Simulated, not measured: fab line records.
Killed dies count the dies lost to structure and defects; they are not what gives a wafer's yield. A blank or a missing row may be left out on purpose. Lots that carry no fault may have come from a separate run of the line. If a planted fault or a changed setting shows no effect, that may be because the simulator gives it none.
Matching of chambers | flow gf180mcu | rie-diel-01 running GF_V3_ETCH_16: 4 sister chambers
The step etches BARC in N2/H2. 8 wafers are shown with their chamber, then 8 later ones without.

== WAFERS PAIRED WITH THEIR CHAMBERS ==
wafer  | chamber | drypump-motor-current-A (A) | oes-product-au (a.u.)
L077.5 | 1       | 5.6                         | 0.849
L078.4 | 1       | 5.6                         | 0.850
L082.2 | 0       | 6.6                         | 0.853
L082.6 | 3       | 5.5                         | 0.854
L084.1 | 2       | 5.7                         | 0.853
L084.2 | 0       | 6.5                         | 0.856
L084.5 | 3       | 5.4                         | 0.851
L086.1 | 2       | 5.7                         | 0.853

== WAFERS MISSING THEIR CHAMBER ==
wafer  | drypump-motor-current-A (A) | oes-product-au (a.u.)
L086.4 | 6.5                         | 0.859
L086.5 | 5.4                         | 0.844
L087.1 | 5.6                         | 0.859
L087.3 | 6.5                         | 0.863
L087.6 | 6.5                         | 0.856
L088.1 | 5.7                         | 0.850
L088.3 | 5.6                         | 0.856
L088.4 | 6.5                         | 0.860

== CHAMBER TAKEN BY EACH ==
wafer  | from the rows above          | in truth
L086.4 | 0                            | 0
L086.5 | can't be placed: 1 or 3      | 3
L087.1 | can't be placed: 2 or 3 or 1 | 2
L087.3 | 0                            | 0
L087.6 | 0                            | 0
L088.1 | can't be placed: 2 or 1      | 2
L088.3 | can't be placed: 2 or 3 or 1 | 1
L088.4 | 0                            | 0
Correctly placed: 4 of 8. Cannot be placed on the basis of these rows: 4; the candidates contain the true chamber in 4. Placed wrongly: 0.
How it was worked out, from the rows above alone: a wafer's distance from a chamber is the root of the sum, over the readings, of the square of ((its reading less the chamber's mean) divided by the reading's scatter). The wafer belongs to the nearest chamber; if the next one is less than 2 further off, it can't be placed. A chamber's mean is the mean of its shown wafers. The scatter: the root of (the sum of the squares of (reading less its chamber's mean) over the shown wafers, divided by (wafers less chambers)).
